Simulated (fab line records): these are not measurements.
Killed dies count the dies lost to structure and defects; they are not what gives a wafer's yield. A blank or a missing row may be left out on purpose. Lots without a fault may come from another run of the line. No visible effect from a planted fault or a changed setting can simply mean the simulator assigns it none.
One fault through the eyes of 2 desks | flow sky130 | every desk sees just its own numbers, and what lay behind them comes last

## DESK OF THE TOOL OWNER: pvd sputter-02
At SKY_LI_CONTACT_SPUTTER_20 (material TiN, target thk 20 nm, time 80 s) the tool's own readings: per lot run on this tool, the mean of the sampled wafers that have a number. The brackets show how far a lot's mean lies from the usual mean; more than 4 standard deviations puts the lot out of limits, marked OUT.
Columns: A = throttle valve pct at SKY_LI_CONTACT_SPUTTER_20, usual 30.3 %
lot  | first seen here | A
L768 | day 30 12:12    | 30.0
L772 | day 32 07:38    | 30.4
L775 | day 32 17:02    | 30.6
This desk's verdict: no lot among the 3 shows anything out of limits.

## THE METROLOGY DESK
Lot by lot, what the gauges showed, no matter which tool ran the lot: averages of those sampled wafers that carry a number. The brackets show how far a lot's mean lies from the usual mean; more than 4 standard deviations puts the lot out of limits, marked OUT.
Columns: A = cd nm at SKY_LI_CONTACT_CD_MEAS_12, usual 170.3 nm; B = LI_CONTACT_OVL at SKY_LI_CONTACT_OVL_MEAS_13, usual 1 nm
lot  | first seen here | A     | B
L768 | day 30 11:32    | 171.0 | 0
L772 | day 32 06:59    | 170.5 | 4
L775 | day 32 16:23    | 168.8 | 2
L774 | day 32 21:28    | 172.0 | -2
L778 | day 34 02:10    | 171.2 | -1
L787 | day 36 16:11    | 172.3 | 4
This desk's verdict: no lot among the 6 shows anything out of limits.

## BROUGHT TOGETHER
The desk of the tool owner found nothing out of limits.
Nothing out of limits was seen by the metrology desk.

## WHAT THE SIMULATOR HAD PUT IN
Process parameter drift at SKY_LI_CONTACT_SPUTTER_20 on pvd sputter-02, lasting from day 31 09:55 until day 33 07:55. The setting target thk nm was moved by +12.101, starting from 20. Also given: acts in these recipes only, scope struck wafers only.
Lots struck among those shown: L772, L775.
